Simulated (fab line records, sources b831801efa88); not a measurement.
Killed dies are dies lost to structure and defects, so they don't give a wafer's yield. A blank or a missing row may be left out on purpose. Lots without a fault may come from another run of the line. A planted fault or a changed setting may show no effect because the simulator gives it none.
fab line records	flow sfqLine
record: lots: 14	wafers: 42	lastDay: 80
route steps=325 shown M3@128 M4@161 JJ@179 M5@206 I7@298
lots untouched by any fault: they come from a run of this same line in which no faults occurred
startH: hours from the record's opening day to when the first of the lot's shown wafers began	waitH: hours since the lot's step before	" as in the row above	L1.1+2: a row that stands for several wafers	- no value, or no start given	* or withheld: withheld	< > ~ a bound
route shown NAME@n: NAME is a module with steps in the file, n the number in the route of the first one	usual: average and standard deviation across the fault-free wafers	same: alike in all rows	chamber/n: place in a boat	sites: the reading at each site	_std_site: their standard deviation	_edge_site: mean of outer sites minus mean of inner sites	radiusMm: for every site, how far away it sits from the centre of the wafer	mask NAME#n: copy n	behind: the most recent tool/chamber to have shaped the wafer	hold: the reason the lot was held/the length of the hold in hours/how it ended	device: the n, p or np transistor that did not switch	end of line: the route-end tests of the same wafers	a step without rows: its recipe alone	killed: the dies lost at the first sort to structure and to defects; this is not the yield of the wafer	map: the dies of a wafer, with x for killed, . for not killed, _ for no die there
set.NAME: setting as actually run; set.NAME@STEP: the setting as run at that earlier step	model.NAME: the simulator's own value behind a step, which no gauge read
the route's steps for a sample of lots (tables are steps, rows are wafers)
services: when a tool's chamber went out of use (startH, in hours from the record's first day, below 0 if earlier), for how many hours, and the reason
== steps ==
step: SFQ_M3_OVL_MEAS_921
usual: M3_OVL: 2/5.2
lot.wafer	tool	chamber	startH	waitH	M3_OVL[nm]
L852.2	overlay-01	-	772.05	0.1	0
L852.3	"	-	"	"	-1
L852.6	"	-	"	"	0
L853.1	overlay-01	-	774.44	0.1	17
L853.4	"	-	"	"	5
L853.6	"	-	"	"	9
L856.1	overlay-01	-	826.28	0.1	1
L856.3	"	-	"	"	-1
L856.4	"	-	"	"	1
L857.2	overlay-02	-	832.67	0.1	6
L857.4	"	-	"	"	-2
L857.6	"	-	"	"	8
L858.2	overlay-02	-	835.67	0.1	-2
L858.4	"	-	"	"	4
L858.6	"	-	"	"	2
L860.2	overlay-01	-	858.98	0.1	-4
L860.4	"	-	"	"	-3
L860.5	"	-	"	"	1
L861.1	overlay-02	-	1003.80	0.1	7
L861.2	"	-	"	"	4
L861.5	"	-	"	"	-4
L866.2	overlay-01	-	1174.38	0.1	7
L866.3	"	-	"	"	-3
L866.6	"	-	"	"	7
L867.3	overlay-01	-	1185.17	0.1	1
L867.4	"	-	"	"	8
L867.5	"	-	"	"	4
L868.2	overlay-01	-	1186.36	0.1	3
L868.3	"	-	"	"	-1
L868.6	"	-	"	"	6
L869.1	overlay-01	-	1188.75	0.1	1
L869.2	"	-	"	"	-5
L869.5	"	-	"	"	-5
L871.1	overlay-01	-	1197.15	0.1	2
L871.2	"	-	"	"	1
L871.6	"	-	"	"	-9
L872.2	overlay-01	-	1226.66	0.1	-7
L872.5	"	-	"	"	1
L872.6	"	-	"	"	-5
L875.3	overlay-02	-	1265.42	0.1	5
L875.4	"	-	"	"	8
L875.6	"	-	"	"	5
step: SFQ_TRILAYER_M4_STRIP_STRIP_097
recipe: gas: O2	powerW: 200	platenTempC: 40	overashFraction: 0.65	chemistry: O2	pressureMtorr: 50
usual: drypumpMotorCurrentA: 5.9/0.57	oesProductAu: 1.002/0.0091
lot.wafer	tool	chamber	startH	waitH	drypumpMotorCurrentA	oesProductAu	rfHoursCounterH
L852.2	rieMetal-04	1	1056.82	0.1	4.8	0.995	70
L852.3	"	0	"	"	5.7	1.010	-
L852.6	"	1	"	"	4.7	1.006	-
L853.1	rieMetal-04	1	1062.82	0.1	4.7	1.014	71
L853.4	"	0	"	"	5.6	1.013	-
L853.6	"	1	"	"	4.7	1.005	-
L856.1	rieMetal-02	1	1125.22	0.1	6.3	1.011	81
L856.3	"	0	"	"	6.5	1.014	-
L856.4	"	1	"	"	6.3	1.003	-
L857.2	rieMetal-03	0	1130.17	0.1	5.5	1.016	104
L857.4	"	0	"	"	5.5	1.011	-
L857.6	"	0	"	"	5.5	1.021	-
L858.2	rieMetal-02	1	1133.77	0.1	6.3	1.001	82
L858.4	"	0	"	"	6.5	1.009	-
L858.6	"	0	"	"	6.5	1.004	-
L860.2	rieMetal-04	0	1138.57	0.1	5.7	1.004	102
L860.4	"	1	"	"	4.7	1.011	-
L860.5	"	0	"	"	5.6	1.006	-
L861.1	rieMetal-02	1	1154.17	0.1	6.3	0.992	85
L861.2	"	0	"	"	6.5	1.001	45
L861.5	"	1	"	"	6.3	1.004	-
L866.2	rieMetal-02	0	1316.20	0.1	6.5	0.995	71
L866.3	"	1	"	"	6.3	0.985	-
L866.6	"	0	"	"	6.6	0.996	-
L867.3	rieMetal-03	0	1332.00	0.2	5.5	1.003	-
L867.4	"	1	"	"	6.1	1.000	-
L867.5	"	1	"	"	6.1	1.001	-
L868.2	rieMetal-03	1	1336.11	0.1	6.1	0.996	73
L868.3	"	1	"	"	6.1	0.999	-
L868.6	"	1	"	"	6.1	1.003	-
L869.1	rieMetal-02	1	1337.31	0.1	6.3	1.001	113
L869.2	"	0	"	"	6.5	0.999	75
L869.5	"	1	"	"	6.3	1.002	-
L871.1	rieMetal-03	1	1345.71	0.1	6.1	0.994	74
L871.2	"	0	"	"	5.5	0.999	12
L871.6	"	0	"	"	5.5	1.011	-
L872.2	rieMetal-02	1	1356.51	0.1	6.3	1.010	117
L872.5	"	1	"	"	6.3	1.013	-
L872.6	"	0	"	"	6.5	1.005	-
L875.3	rieMetal-02	0	1395.93	0.2	6.5	0.982	-
L875.4	"	1	"	"	6.3	1.003	-
L875.6	"	1	"	"	6.3	1.000	-
step: SFQ_TRILAYER_JJ_TRILAYER_DEP_SPUTTER_109
recipe: material: Nb	basePressurePa: 1.33e-06	chamberPressurePa: 0.1333	substrateTempC: 20	targetThkNm: 150	powerW: 2000	timeS: 100
usual: cathodeDcPowerW: 2000.0/0.36	throttleValvePct: 29.5/0.59
lot.wafer	tool	chamber	startH	waitH	cathodeDcPowerW	throttleValvePct
L852.2	pvdSputter-03	-	1101.68	0.0	1999.2	29.2
L852.3	"	-	"	"	2000.3	29.9
L852.6	"	-	"	"	2000.2	29.4
L853.1	pvdSputter-06	-	1102.88	0.0	1999.7	29.4
L853.4	"	-	"	"	2000.4	28.7
L853.6	"	-	"	"	2000.4	28.9
L856.1	pvdSputter-03	-	1256.62	0.0	2000.3	30.3
L856.3	"	-	"	"	1999.8	29.2
L856.4	"	-	"	"	1999.8	29.4
L857.2	pvdSputter-03	-	1265.21	0.0	2000.4	29.4
L857.4	"	-	"	"	2000.2	30.3
L857.6	"	-	"	"	2000.1	29.4
L858.2	pvdSputter-05	-	1271.21	0.0	2000.0	28.7
L858.4	"	-	"	"	2000.8	28.9
L858.6	"	-	"	"	2000.2	29.1
L860.2	pvdSputter-03	-	1275.14	0.0	2000.0	29.2
L860.4	"	-	"	"	1999.5	30.4
L860.5	"	-	"	"	1999.6	29.2
L861.1	pvdSputter-06	-	1283.82	0.0	1999.7	29.7
L861.2	"	-	"	"	1999.9	29.3
L861.5	"	-	"	"	1999.9	29.5
L866.2	pvdSputter-03	-	1424.10	0.0	2000.7	28.9
L866.3	"	-	"	"	2000.2	30.3
L866.6	"	-	"	"	2000.1	29.4
L867.3	pvdSputter-06	-	1437.30	0.0	2000.3	29.7
L867.4	"	-	"	"	2000.9	30.8
L867.5	"	-	"	"	2000.0	28.7
L868.2	pvdSputter-03	-	1442.10	0.0	1999.8	29.8
L868.3	"	-	"	"	2000.3	30.3
L868.6	"	-	"	"	1999.9	29.4
L869.1	pvdSputter-05	-	1444.50	0.0	1999.7	29.3
L869.2	"	-	"	"	1999.9	28.7
L869.5	"	-	"	"	2000.0	28.9
L871.1	pvdSputter-06	-	1462.33	0.0	1999.6	30.9
L871.2	"	-	"	"	2000.4	28.7
L871.6	"	-	"	"	2000.3	28.7
L872.2	pvdSputter-03	-	1470.73	0.0	1999.8	29.2
L872.5	"	-	"	"	2000.3	30.2
L872.6	"	-	"	"	1999.8	29.2
L875.3	pvdSputter-03	-	1499.48	0.0	1999.4	29.1
L875.4	"	-	"	"	2000.2	30.3
L875.6	"	-	"	"	1999.5	30.4
step: SFQ_TRILAYER_M5_ETCH_METAL_ETCH_126
recipe: target: Nb	stopOn: SiO2	maskMaterial: PR	overEtchFrac: 0.15	timeS: 203.2	chemistry: Cl2/BCl3	targetDepthNm: 265	icpW: 600	biasW: 80	pressureMtorr: 10
usual: drypumpMotorCurrentA: 5.7/0.48	oesProductAu: 0.729/0.0062
lot.wafer	tool	chamber	startH	waitH	drypumpMotorCurrentA	oesProductAu	rfHoursCounterH
L852.2	rieMetal-01	0	1232.67	0.0	5.3	0.737	80
L852.3	"	1	"	"	6.3	0.728	-
L852.6	"	1	"	"	6.3	0.727	-
L853.1	rieMetal-03	0	1233.87	0.0	5.5	0.724	123
L853.4	"	0	"	"	5.5	0.707	-
L853.6	"	1	"	"	6.1	0.719	-
L856.1	rieMetal-01	0	1290.12	0.0	5.3	0.723	89
L856.3	"	1	"	"	6.3	0.726	-
L856.4	"	0	"	"	5.3	0.722	-
L857.2	rieMetal-03	0	1292.52	0.0	5.5	0.812	3
L857.4	"	1	"	"	6.1	0.739	-
L857.6	"	1	"	"	6.1	0.730	-
L858.2	rieMetal-04	1	1295.67	0.0	4.8	0.729	113
L858.4	"	0	"	"	5.6	0.734	-
L858.6	"	0	"	"	5.7	0.728	-
L860.2	rieMetal-01	0	1299.27	0.0	5.3	0.797	91
L860.4	"	1	"	"	6.3	0.732	-
L860.5	"	1	"	"	6.2	0.725	-
L861.1	rieMetal-01	1	1314.93	0.0	6.3	0.727	80
L861.2	"	0	"	"	5.3	0.736	93
L861.5	"	0	"	"	5.3	0.734	-
L866.2	rieMetal-03	0	1466.05	0.0	5.5	0.734	33
L866.3	"	0	"	"	5.5	0.729	-
L866.6	"	0	"	"	5.5	0.728	-
L867.3	rieMetal-03	1	1468.52	0.1	6.1	0.726	-
L867.4	"	0	"	"	5.5	0.726	-
L867.5	"	1	"	"	6.1	0.727	-
L868.2	rieMetal-04	1	1469.65	0.0	4.7	0.723	145
L868.3	"	1	"	"	4.7	0.730	-
L868.6	"	0	"	"	5.6	0.716	-
L869.1	rieMetal-01	0	1470.85	0.0	5.3	0.741	117
L869.2	"	1	"	"	6.3	0.725	104
L869.5	"	0	"	"	5.3	0.729	-
L871.1	rieMetal-01	1	1473.25	0.0	6.3	0.723	105
L871.2	"	0	"	"	5.3	0.721	117
L871.6	"	1	"	"	6.3	0.724	-
L872.2	rieMetal-01	0	1481.78	0.0	5.3	0.730	119
L872.5	"	0	"	"	5.3	0.726	-
L872.6	"	1	"	"	6.3	0.730	-
L875.3	rieMetal-03	1	1621.25	0.1	6.1	0.731	-
L875.4	"	0	"	"	5.5	0.729	-
L875.6	"	0	"	"	5.5	0.729	-
step: SFQ_I7_BOW_MEAS_946
recipe: mode: bow
usual: I7_BOW: 10/11
lot.wafer	tool	chamber	startH	waitH	I7_BOW[um]
L852.2	filmMetro-04	-	1659.25	2.0	23
L852.3	"	-	"	"	11
L852.6	"	-	"	"	13
L853.1	filmMetro-04	-	1687.84	2.0	1
L853.4	"	-	"	"	-3
L853.6	"	-	"	"	-1
L856.1	filmMetro-03	-	1827.86	1.5	11
L856.3	"	-	"	"	17
L856.4	"	-	"	"	22
L857.2	filmMetro-03	-	1833.88	1.5	7
L857.4	"	-	"	"	15
L857.6	"	-	"	"	13
L858.2	filmMetro-04	-	1834.16	2.5	1
L858.4	"	-	"	"	6
L858.6	"	-	"	"	11
L860.2	filmMetro-03	-	1840.16	1.5	9
L860.4	"	-	"	"	12
L860.5	"	-	"	"	15
L861.1	filmMetro-01	-	1842.86	1.0	8
L861.2	"	-	"	"	9
L861.5	"	-	"	"	15
L866.2	filmMetro-04	-	1855.87	1.5	-1
L866.3	"	-	"	"	-5
L866.6	"	-	"	"	-4
L867.3	filmMetro-01	-	1857.17	2.0	2
L867.4	"	-	"	"	13
L867.5	"	-	"	"	6
L868.2	filmMetro-04	-	1863.77	2.0	21
L868.3	"	-	"	"	0
L868.6	"	-	"	"	21
L869.1	filmMetro-01	-	1880.29	1.0	-2
L869.2	"	-	"	"	-3
L869.5	"	-	"	"	8
L871.1	filmMetro-01	-	1886.99	2.0	3
L871.2	"	-	"	"	10
L871.6	"	-	"	"	19
L872.2	filmMetro-03	-	1887.50	2.5	12
L872.5	"	-	"	"	25
L872.6	"	-	"	"	8
L875.3	filmMetro-04	-	1896.52	2.0	-7
L875.4	"	-	"	"	-14
L875.6	"	-	"	"	2
== services ==
tool	chamber	startH	hours	kind
rieMetal-03	-	1049.73	14.6	pm
rieMetal-03	-	1070.94	0.4	repair
pvdSputter-06	-	1084.62	3.7	repair
rieMetal-01	1	1114.33	4.6	repair
rieMetal-04	-	1163.46	0.1	repair
rieMetal-04	0	1166.88	22.6	repair
rieMetal-03	1	1194.05	3.8	repair
rieMetal-02	1	1208.39	4.0	repair
rieMetal-01	-	1240.67	2.8	pm
pvdSputter-03	-	1276.57	21.6	repair
pvdSputter-03	-	1291.77	10.3	repair
rieMetal-04	1	1308.36	5.9	repair
rieMetal-04	-	1313.85	2.8	pm
pvdSputter-06	-	1342.89	2.1	repair
rieMetal-04	-	1362.68	1.5	repair
rieMetal-01	-	1370.56	1.4	pm
rieMetal-04	0	1374.70	7.1	repair
rieMetal-04	-	1387.35	0.6	repair
pvdSputter-06	-	1480.96	1.3	repair
rieMetal-02	-	1496.56	2.8	pm
rieMetal-03	-	1524.39	0.7	repair
rieMetal-04	-	1556.38	14.6	pm
rieMetal-03	-	1578.28	2.8	pm
pvdSputter-03	-	1584.75	2.4	repair
== key ==
firstSign: step: SFQ_TRILAYER_M5_ETCH_METAL_ETCH_126	reading: oesProductAu	direction: up	sigmas: 12	usual: 0.729	struck: 0.805
effect none on later readings
metAt SFQ_TRILAYER_JJ_TRILAYER_DEP_SPUTTER_109
struckLots L857,L860
struckWafers L857.2,L860.2
notActingAt SFQ_M3_OVL_MEAS_921,SFQ_TRILAYER_M4_STRIP_STRIP_097,SFQ_I7_BOW_MEAS_946
onsetBetween 1256.62 1265.21
fault: kind: processParameterDrift	tool: pvdSputter-03	chamber: -	onsetH: 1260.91	steps: SFQ_TRILAYER_JJ_TRILAYER_DEP_SPUTTER_109	channel: timeS	offset: *	shape: step	endH: 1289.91	scope: struckWafersOnly	actsIn: *	stated: *
